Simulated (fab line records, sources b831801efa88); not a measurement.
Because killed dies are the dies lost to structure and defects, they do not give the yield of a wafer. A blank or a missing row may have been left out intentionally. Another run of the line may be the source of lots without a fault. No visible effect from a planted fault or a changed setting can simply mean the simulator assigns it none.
Matching of chambers || flow sky130 || SKY_VIA2_ETCH_15 on rie_diel-04: 4 sister chambers
The step etches SiO2 in C4F8/O2/Ar, stops on TiN, target depth 546 nm, time 86.05 s. 8 wafers are shown with their chamber, then 12 later ones without.

== WAFERS WITH THEIR CHAMBER ==
{"wafer": "L078.4", "chamber": 2, "oes_product_au (a.u.)": 0.936}
{"wafer": "L085.1", "chamber": 2, "oes_product_au (a.u.)": 0.943}
{"wafer": "L090.1", "chamber": 1, "oes_product_au (a.u.)": 0.931}
{"wafer": "L090.3", "chamber": 3, "oes_product_au (a.u.)": 0.930}
{"wafer": "L090.4", "chamber": 0, "oes_product_au (a.u.)": 0.939}
{"wafer": "L091.3", "chamber": 3, "oes_product_au (a.u.)": 0.934}
{"wafer": "L091.5", "chamber": 0, "oes_product_au (a.u.)": 0.943}
{"wafer": "L091.6", "chamber": 1, "oes_product_au (a.u.)": 0.925}

== WAFERS MISSING THEIR CHAMBER ==
{"wafer": "L093.1", "oes_product_au (a.u.)": 0.934}
{"wafer": "L093.2", "oes_product_au (a.u.)": 0.938}
{"wafer": "L093.3", "oes_product_au (a.u.)": 0.938}
{"wafer": "L094.1", "oes_product_au (a.u.)": 0.933}
{"wafer": "L094.2", "oes_product_au (a.u.)": 0.936}
{"wafer": "L094.3", "oes_product_au (a.u.)": 0.941}
{"wafer": "L095.1", "oes_product_au (a.u.)": 0.935}
{"wafer": "L095.3", "oes_product_au (a.u.)": 0.942}
{"wafer": "L095.6", "oes_product_au (a.u.)": 0.929}
{"wafer": "L096.1", "oes_product_au (a.u.)": 0.949}
{"wafer": "L096.3", "oes_product_au (a.u.)": 0.948}
{"wafer": "L096.4", "oes_product_au (a.u.)": 0.946}

== WHICH CHAMBER EACH WENT THROUGH ==
{"wafer": "L093.1", "from the rows above": "can't be placed: 3 or 2 or 1 or 0", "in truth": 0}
{"wafer": "L093.2", "from the rows above": "can't be placed: 2 or 0 or 3", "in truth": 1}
{"wafer": "L093.3", "from the rows above": "can't be placed: 2 or 0 or 3", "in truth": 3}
{"wafer": "L094.1", "from the rows above": "can't be placed: 3 or 1 or 2 or 0", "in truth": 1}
{"wafer": "L094.2", "from the rows above": "can't be placed: 2 or 3 or 0 or 1", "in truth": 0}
{"wafer": "L094.3", "from the rows above": "can't be placed: 0 or 2", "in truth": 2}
{"wafer": "L095.1", "from the rows above": "can't be placed: 3 or 2 or 0 or 1", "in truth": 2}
{"wafer": "L095.3", "from the rows above": "can't be placed: 0 or 2", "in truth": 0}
{"wafer": "L095.6", "from the rows above": "can't be placed: 1 or 3", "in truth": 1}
{"wafer": "L096.1", "from the rows above": "can't be placed: 0 or 2", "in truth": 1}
{"wafer": "L096.3", "from the rows above": "can't be placed: 0 or 2", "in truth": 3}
{"wafer": "L096.4", "from the rows above": "can't be placed: 0 or 2", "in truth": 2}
Correct placement for 0 of the 12. From these rows, 12 cannot be placed; in 9 the true chamber is one of the candidates. 0 placed wrongly.
How it was worked out, from the rows above alone: a wafer's distance from a chamber is the root of the sum, over the readings, of the square of ((its reading less the chamber's mean) divided by the reading's scatter). The wafer belongs to the nearest chamber; if the next one is less than 2 further off, it can't be placed. The mean given for a chamber averages the wafers shown for that chamber. How the scatter is found: for the shown wafers, subtract from each reading the mean of its chamber, square and add these, divide the total by (wafers less chambers), then take the root.
